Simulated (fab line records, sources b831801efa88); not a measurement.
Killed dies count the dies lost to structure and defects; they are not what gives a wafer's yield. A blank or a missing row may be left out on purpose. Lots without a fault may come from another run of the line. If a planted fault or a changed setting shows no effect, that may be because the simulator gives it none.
Chamber matching ; flow gf180mcu ; GF_V3_CVD_02 on pecvd-01: 3 sister chambers
The step deposits SiO2 from TEOS, target thk 850 nm, time 94.851 s. 3 wafers are shown with their chamber, then 8 later ones without.

== WAFERS WITH THEIR CHAMBER ==
wafer;chamber;heater-power-w (W)
L085.4;0;666
L085.5;1;704
L087.4;2;730

== WAFERS MISSING THEIR CHAMBER ==
wafer;heater-power-w (W)
L087.5;551
L087.6;644
L091.2;582
L091.3;644
L091.6;677
L097.3;669
L097.5;560
L097.6;733

== EACH ONE'S CHAMBER ==
wafer;from the rows above;in truth
L087.5;can't be placed: 0 or 1 or 2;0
L087.6;can't be placed: 0 or 1 or 2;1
L091.2;can't be placed: 0 or 1 or 2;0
L091.3;can't be placed: 0 or 1 or 2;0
L091.6;can't be placed: 0 or 1 or 2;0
L097.3;can't be placed: 0 or 1 or 2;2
L097.5;can't be placed: 0 or 1 or 2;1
L097.6;can't be placed: 2 or 1 or 0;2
Correct placement for 0 of the 8. Not placeable from these rows: 8 (in 8, the candidates include the true chamber). 0 placed wrongly.
How it was worked out, from the rows above alone: a wafer's distance from a chamber is the root of the sum, over the readings, of the square of ((its reading less the chamber's mean) divided by the reading's scatter). The wafer belongs to the nearest chamber; if the next one is less than 2 further off, it can't be placed. For every chamber, the mean is computed from those of its wafers that are shown. The scatter (one wafer shown for each chamber): square how far every hidden wafer sits from the nearest shown wafer, average those squares and take the square root.
